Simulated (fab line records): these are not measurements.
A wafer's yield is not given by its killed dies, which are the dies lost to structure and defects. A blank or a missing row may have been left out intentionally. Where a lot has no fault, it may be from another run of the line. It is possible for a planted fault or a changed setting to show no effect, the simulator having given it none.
Which of the tools did it? :: flow sky130 :: 14 lots, 42 wafers sampled, at 3 steps of a route of 708

## WHAT EACH GAUGE READ, for each wafer
SKY_METAL1_CD_MEAS_15 targets a cd of 140 nm.
lot: L398
measured: day 32 16:58
on: cd_sem-01
cd_nm (nm): 140.3 139.2 140.0

lot: L399
measured: day 33 06:22
on: cd_sem-02
cd_nm (nm): 143.3 141.1 139.9

lot: L400
measured: day 33 08:35
on: cd_sem-01
cd_nm (nm): 140.3 142.3 139.6

lot: L401
measured: day 33 20:31
on: cd_sem-01
cd_nm (nm): 139.3 141.8 140.0

lot: L402
measured: day 33 23:13
on: cd_sem-01
cd_nm (nm): 144.5 142.6 142.7

lot: L403
measured: day 35 02:31
on: cd_sem-02
cd_nm (nm): 141.1 138.2 140.9

lot: L405
measured: day 35 06:41
on: cd_sem-01
cd_nm (nm): 139.8 137.9 138.9

lot: L413
measured: day 37 18:26
on: cd_sem-02
cd_nm (nm): 138.5 139.4 139.8

lot: L414
measured: day 37 21:08
on: cd_sem-02
cd_nm (nm): 140.6 141.6 141.6

lot: L416
measured: day 38 14:15
on: cd_sem-02
cd_nm (nm): 141.0 140.2 139.0

lot: L417
measured: day 38 19:20
on: cd_sem-01
cd_nm (nm): 141.3 141.7 140.8

lot: L418
measured: day 39 18:29
on: cd_sem-02
cd_nm (nm): 142.6 141.1 142.8

lot: L420
measured: day 39 21:45
on: cd_sem-02
cd_nm (nm): 143.0 143.3 143.7

lot: L419
measured: day 39 22:06
on: cd_sem-02
cd_nm (nm): 141.7 140.0 139.9

SKY_VIA1_BOW_MEAS_03.
lot: L398
measured: day 32 18:23
on: film_metro-04
VIA1_BOW (um): 82 72 85

lot: L399
measured: day 33 07:46
on: film_metro-04
VIA1_BOW (um): 82 89 88

lot: L400
measured: day 33 09:59
on: film_metro-03
VIA1_BOW (um): 71 80 91

lot: L401
measured: day 33 21:58
on: film_metro-02
VIA1_BOW (um): 72 84 73

lot: L402
measured: day 34 00:45
on: film_metro-04
VIA1_BOW (um): 76 67 87

lot: L403
measured: day 35 04:05
on: film_metro-03
VIA1_BOW (um): 84 72 95

lot: L405
measured: day 35 08:17
on: film_metro-03
VIA1_BOW (um): 81 67 76

lot: L413
measured: day 37 19:50
on: film_metro-04
VIA1_BOW (um): 89 71 95

lot: L414
measured: day 37 22:34
on: film_metro-04
VIA1_BOW (um): 81 73 72

lot: L416
measured: day 38 15:42
on: film_metro-04
VIA1_BOW (um): 78 69 75

lot: L417
measured: day 38 20:47
on: film_metro-02
VIA1_BOW (um): 77 89 95

lot: L418
measured: day 39 19:54
on: film_metro-04
VIA1_BOW (um): 91 93 83

lot: L420
measured: day 39 23:16
on: film_metro-04
VIA1_BOW (um): 79 66 85

lot: L419
measured: day 39 23:35
on: film_metro-03
VIA1_BOW (um): 80 74 90

SKY_VIA1_CD_MEAS_12 targets a cd of 150 nm.
lot: L398
measured: day 33 21:33
on: cd_sem-01
cd_nm (nm): 150.2 147.7 149.8

lot: L399
measured: day 34 10:15
on: cd_sem-02
cd_nm (nm): 151.3 151.7 151.7

lot: L400
measured: day 34 12:17
on: cd_sem-01
cd_nm (nm): 149.6 147.5 149.9

lot: L401
measured: day 34 23:57
on: cd_sem-02
cd_nm (nm): 150.6 152.6 151.4

lot: L402
measured: day 35 03:29
on: cd_sem-01
cd_nm (nm): 148.9 148.3 147.4

lot: L403
measured: day 36 05:05
on: cd_sem-02
cd_nm (nm): 149.8 149.3 149.2

lot: L405
measured: day 36 10:26
on: cd_sem-01
cd_nm (nm): 146.3 146.8 146.7

lot: L413
measured: day 38 21:48
on: cd_sem-02
cd_nm (nm): 149.0 148.7 149.1

lot: L414
measured: day 38 23:50
on: cd_sem-02
cd_nm (nm): 149.8 151.1 150.8

lot: L416
measured: day 39 16:13
on: cd_sem-02
cd_nm (nm): 150.3 152.2 151.6

lot: L417
measured: day 39 21:47
on: cd_sem-01
cd_nm (nm): 147.9 148.5 147.7

lot: L418
measured: day 40 20:20
on: cd_sem-01
cd_nm (nm): 152.7 153.3 152.6

lot: L420
measured: day 40 23:20
on: cd_sem-01
cd_nm (nm): 148.3 149.4 148.7

lot: L419
measured: day 40 23:41
on: cd_sem-02
cd_nm (nm): 146.5 147.9 146.4

## EACH LOT AND THE TOOL THAT RAN IT (in order: tool; ch and the chambers of the sampled wafers; start)
The record holds no process step before these readings.

## WHAT THE TOOLS THEMSELVES READ (means of the sampled wafers that have a number; where no wafer has one, the mark that the record gives instead)
The record holds no such reading with a usual standard deviation.

## THE ANSWER, worked out from the rows above alone
Rule: usual is defined by the lots themselves. Put in order of their means at a reading, lots are off if they are a third of the lots or fewer, leave a main group of 4 or more, and stand apart from it by a gap of 3 or more times the standard deviation of the main group's means; of several such gaps the widest counts. A main group whose means are all the same, to the digits that the tables above print for the reading, isn't used. Also off: a lot with no number at a reading for which 4 or more lots have one. The other lots that the step has rows for count as sound. The gauges are gone through in route order, then the tools' own readings, and for those a lot's mean is taken as printed above. The first step at which some lot is off is used, and at that step the reading that is off furthest; a lot without a number counts as furthest.
Nothing can be told from this: no lot is off at any reading shown.

## WHAT WAS PUT IN BY THE SIMULATOR
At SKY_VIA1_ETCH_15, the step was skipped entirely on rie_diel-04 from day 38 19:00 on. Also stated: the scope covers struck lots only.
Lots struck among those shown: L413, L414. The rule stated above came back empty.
